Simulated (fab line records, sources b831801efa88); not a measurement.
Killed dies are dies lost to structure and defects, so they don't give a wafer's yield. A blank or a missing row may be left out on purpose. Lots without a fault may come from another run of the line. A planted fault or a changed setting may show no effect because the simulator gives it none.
Problem report in the 8D (eight disciplines) form, filled by code | flow sky130 | the parts of the form that need people (team, actions taken, sign-off) are left out

1. THE PROBLEM
strip_time_to_endpoint_s at SKY_VIA3_STRIP_16 reads a mean of 3.90 s on 1 wafer of 1 lot; wafers without a fault read 4.15 s with a standard deviation of 0.037. That is -6.8 standard deviations from the usual mean.
The step: strips in O2/N2.
First seen on wafer L550.6, day 45 00:03, on plasma_asher-01. The record holds 32 wafers of 11 lots with a number at this step. Rule for "out", or "out of limits": more than 4 standard deviations from the usual mean. The other wafers with a number count as sound.

2. WHAT IT IS AND WHAT IT IS NOT
question                    | is                       | is not
which readings at this step | strip_time_to_endpoint_s | drypump_motor_current_A, o2_flow_sccm, oes_product_au
which lots                  | L550                     | L533, L535, L536, L537, L539, L540, L544, L547, L552, L555
which wafers of those lots  | L550.6                   | L550.4
read on which tools         | plasma_asher-01          | plasma_asher-02, plasma_asher-03
when                        | from day 45 00:03        | up to then (25 sound wafers); but 6 sound wafers of L552, L555 came after

3. SUSPECTS, AND WHAT RULES EACH OUT
Counting: a tool at a process step up to the reading stays a suspect if it ran every lot that is out. Sound lots after the first of them don't rule it out here, since some wafers of a struck lot are sound.
- rie_diel-01 at SKY_METAL3_ETCH_17 (etches SiO2 in C4F8/O2/Ar, stops on TiN, time 3.9 s, target depth 15 nm): kept. It ran the lot that is out, L550 (day 44 00:01); its last sound lot up to then is L544 (day 42 13:43).
- rie_diel-02 at SKY_VIA3_ETCH_14 (etches BARC in N2/H2, stops on SiO2, time 45.9 s, target depth 60 nm): kept. It ran the lot that is out, L550 (day 44 23:55); its last sound lot up to then is L547 (day 44 10:53).
- plasma_asher-01 at SKY_VIA3_STRIP_16 (strips in O2/N2): kept. It ran the lot that is out, L550 (day 45 00:03); its last sound lot up to then is L535 (day 40 19:36). Its own readings are out on those wafers: strip_time_to_endpoint_s.
- Within rie_diel-01 at SKY_METAL3_ETCH_17: the wafers that are out ran in chamber 3; their sound lot-mates ran in chamber 1.
- Within rie_diel-02 at SKY_VIA3_ETCH_14: the wafers that are out ran in chamber 3; their sound lot-mates ran in chamber 0.
- Within plasma_asher-01 at SKY_VIA3_STRIP_16: the wafers that are out ran in chamber 0; their sound lot-mates ran in chamber 1.
Left after counting: rie_diel-01 at SKY_METAL3_ETCH_17, rie_diel-02 at SKY_VIA3_ETCH_14, plasma_asher-01 at SKY_VIA3_STRIP_16.

4. THE CAUSE (what the simulator had put in)
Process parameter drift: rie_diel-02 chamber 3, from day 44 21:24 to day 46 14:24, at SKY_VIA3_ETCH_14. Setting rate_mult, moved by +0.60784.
Counting left 3 suspects, and this tool is among them.

5. THE CHAIN OF EFFECTS, in route order
Each row: a reading whose mean over the struck wafers that have a number lies more than 3 standard deviations from the usual. Only readings for which the record gives a usual standard deviation are gone through. hours: the time from each lot's start at the first step in this table that gives one to its start at this step, as a median over the lots. sigmas: the change in usual standard deviations.
hours | step              | reading                  | usual  | on struck wafers | change | sigmas
0     | SKY_VIA3_STRIP_16 | strip_time_to_endpoint_s | 4.15 s | 3.90             | -0.25  | -6.8
The process steps in it:
- SKY_VIA3_STRIP_16: strips in O2/N2.

6. WHAT WOULD HAVE CAUGHT IT SOONER
In this record the first reading out of limits was taken at day 45 00:03, 3 hours after the fault began at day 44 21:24.
Of the tool readings at SKY_VIA3_ETCH_14 for which the record gives a usual standard deviation, none was out on any struck wafer, so an alarm limit of 4 standard deviations on them would not have fired.
All the lots that are out (1) had begun SKY_VIA3_ETCH_14 on rie_diel-02 by day 45 00:03. A hold on the tool at that time would have spared none of them.
